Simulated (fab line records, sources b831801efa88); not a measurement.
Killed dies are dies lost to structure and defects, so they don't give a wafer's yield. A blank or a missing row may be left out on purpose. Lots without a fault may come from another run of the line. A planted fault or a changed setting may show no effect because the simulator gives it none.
Chamber matching | flow sky130 | SKY_PASSIVATION_CVD_02 on pecvd-04: 3 sister chambers
The step deposits Si3N4, target thk 540 nm. 6 wafers are shown with their chamber, then 9 later ones without.

WAFERS WITH THEIR CHAMBER
wafer  | chamber | heater_power_w (W) | rf_fwd_power_W (W)
L082.1 | 1       | 673                | 450.7
L082.3 | 2       | 669                | 449.0
L082.6 | 0       | 846                | 450.6
L083.1 | 0       | 847                | 450.2
L083.5 | 2       | 623                | 449.7
L083.6 | 1       | 597                | 451.0

WAFERS WITHOUT THEIR CHAMBER
wafer  | heater_power_w (W) | rf_fwd_power_W (W)
L085.1 | 600                | 450.9
L085.2 | 820                | 447.3
L085.3 | 670                | 453.5
L092.2 | 645                | 448.8
L092.3 | 654                | 447.7
L092.4 | 846                | 451.5
L096.2 | 558                | 448.5
L096.4 | 601                | 449.9
L096.5 | 655                | 450.5

WHICH CHAMBER EACH WENT THROUGH
wafer  | from the rows above     | in truth
L085.1 | 1                       | 1
L085.2 | can't be placed: 2 or 0 | 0
L085.3 | 1                       | 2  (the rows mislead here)
L092.2 | 2                       | 2
L092.3 | 2                       | 2
L092.4 | 0                       | 0
L096.2 | 2                       | 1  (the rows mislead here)
L096.4 | can't be placed: 2 or 1 | 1
L096.5 | 1                       | 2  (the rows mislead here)
Placed correctly: 4 of 9. Can't be placed from these rows: 2 (the true chamber is among the candidates in 2). Placed wrongly: 3.
How it was worked out, from the rows above alone: a wafer's distance from a chamber is the root of the sum, over the readings, of the square of ((its reading less the chamber's mean) divided by the reading's scatter). The wafer belongs to the nearest chamber; if the next one is less than 2 further off, it can't be placed. A chamber's mean is the mean of its shown wafers. The scatter: the root of (the sum of the squares of (reading less its chamber's mean) over the shown wafers, divided by (wafers less chambers)).
